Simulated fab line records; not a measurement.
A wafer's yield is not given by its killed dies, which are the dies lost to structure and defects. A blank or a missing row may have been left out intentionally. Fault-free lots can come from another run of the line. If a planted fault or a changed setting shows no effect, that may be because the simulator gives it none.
8D (eight disciplines) problem report, filled in by code -- flow sfq-line -- the parts of the form that need people (team, actions taken, sign-off) are left out

1. WHAT IS WRONG
Mean of time-to-endpoint-s at SFQ_TRILAYER_I7_CMP_CMP_184: 277 s across 2 wafers in 2 lots; on wafers with no fault it is 218 s (standard deviation 6.3). Measured from the usual mean, that is +9.4 standard deviations.
The step: polishes SiO2.
First seen on wafer L664.3, day 77 01:05, on cmp-01. The record holds 42 wafers of 14 lots with a number at this step. By rule, "out" or "out of limits" means more than 4 standard deviations away from the usual mean. All remaining wafers that have a number are taken as sound.

2. WHAT IT IS AND WHAT IT IS NOT
question,is,is not
which readings at this step,time-to-endpoint-s,motor-current-A
which lots,"L664, L667","L654, L655, L656, L657, L658, L668, L670, L673, L674, L675, L676, L677"
which wafers of those lots,"L664.3, L667.3","L664.4, L664.6, L667.1, L667.4"
read on which tools,cmp-01,cmp-02
when,from day 77 01:05,"up to then (15 sound wafers); but 25 sound wafers of L664, L667, L668, L670, L673, L674, L675, L676, L677 came after"

3. WHAT RULES OUT EACH SUSPECT
Counting: any tool at a process step up to the reading remains a suspect provided it ran every lot that is out. Sound lots after the first of them don't rule it out here, since some wafers of a struck lot are sound.
- cmp-01 at SFQ_TRILAYER_I7_CMP_CMP_184 (polishes SiO2): kept. It ran every lot that is out, first L664 (day 77 01:05); its last sound lot up to then is L655 (day 73 03:44). On those wafers its own readings are out: time-to-endpoint-s.
The count leaves cmp-01 at SFQ_TRILAYER_I7_CMP_CMP_184.

4. THE CAUSE (what the simulator had put in)
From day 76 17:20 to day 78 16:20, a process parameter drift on cmp-01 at SFQ_TRILAYER_I7_CMP_CMP_184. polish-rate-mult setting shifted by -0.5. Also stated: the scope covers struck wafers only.
After counting, this tool was the only one left.

5. THE CHAIN OF EFFECTS, in route order
One row per reading whose mean, taken over the struck wafers that have a number, lies over 3 standard deviations from the usual. Readings are gone through only where the record gives a usual standard deviation; hours: the median, over the lots, of the time from a lot's start at the first step in this table giving one to that lot's start at this step; sigmas: the change measured in usual standard deviations.
hours,step,reading,usual,on struck wafers,change,sigmas
0,SFQ_TRILAYER_I7_CMP_CMP_184,time-to-endpoint-s,218 s,277,+59,+9.4
3,SFQ_TRILAYER_I7_METRO_MEASURE_185,thk-nm,200.5 nm,305.1,+104.6,+95
113,SFQ_TRILAYER_I7_VIA_ETCH_VIA_ETCH_190,oes-product-au,0.856 a.u.,1.002,+0.146,+26
The process steps in it:
- SFQ_TRILAYER_I7_CMP_CMP_184: polishes SiO2.
- SFQ_TRILAYER_I7_METRO_MEASURE_185
- SFQ_TRILAYER_I7_VIA_ETCH_VIA_ETCH_190: etches SiO2 in CHF3, stops on Nb, target depth 260 nm.

6. HOW IT WOULD HAVE BEEN CAUGHT EARLIER
In this record no reading fell out of limits until day 77 01:05, 8 hours after the fault had begun at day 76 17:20.
